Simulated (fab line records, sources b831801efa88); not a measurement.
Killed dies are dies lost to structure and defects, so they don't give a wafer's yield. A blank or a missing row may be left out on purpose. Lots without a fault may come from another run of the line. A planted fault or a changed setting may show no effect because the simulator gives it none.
Chamber matching | flow gf180mcu | GF_V2_CMP_04 on cmp-02: 4 sister chambers
The step polishes SiO2. 4 wafers are shown with their chamber, then 9 later ones without.

WAFERS WITH THEIR CHAMBER
wafer  | chamber | motor_current_A (A)
L485.2 | 3       | 10.5
L486.1 | 2       | 12.8
L486.4 | 1       | 12.5
L486.6 | 0       | 10.7

WAFERS WITHOUT THEIR CHAMBER
wafer  | motor_current_A (A)
L488.3 | 12.5
L488.4 | 14.1
L488.5 | 12.4
L495.1 | 14.2
L495.4 | 11.8
L495.6 | 12.8
L496.1 | 12.2
L496.2 | 11.3
L496.6 | 11.7

WHICH CHAMBER EACH WENT THROUGH
wafer  | from the rows above               | in truth
L488.3 | can't be placed: 1 or 2           | 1
L488.4 | can't be placed: 2 or 1           | 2
L488.5 | can't be placed: 1 or 2           | 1
L495.1 | can't be placed: 2 or 1           | 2
L495.4 | can't be placed: 1 or 2 or 0 or 3 | 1
L495.6 | can't be placed: 2 or 1           | 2
L496.1 | can't be placed: 1 or 2 or 0 or 3 | 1
L496.2 | can't be placed: 0 or 3 or 1 or 2 | 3
L496.6 | can't be placed: 1 or 0 or 2 or 3 | 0
Placed correctly: 0 of 9. Can't be placed from these rows: 9 (the true chamber is among the candidates in 9). Placed wrongly: 0.
How it was worked out, from the rows above alone: a wafer's distance from a chamber is the root of the sum, over the readings, of the square of ((its reading less the chamber's mean) divided by the reading's scatter). The wafer belongs to the nearest chamber; if the next one is less than 2 further off, it can't be placed. A chamber's mean is the mean of its shown wafers. The scatter: with one shown wafer a chamber, the root of the mean of the squares of how far each hidden wafer lies from its nearest shown one.
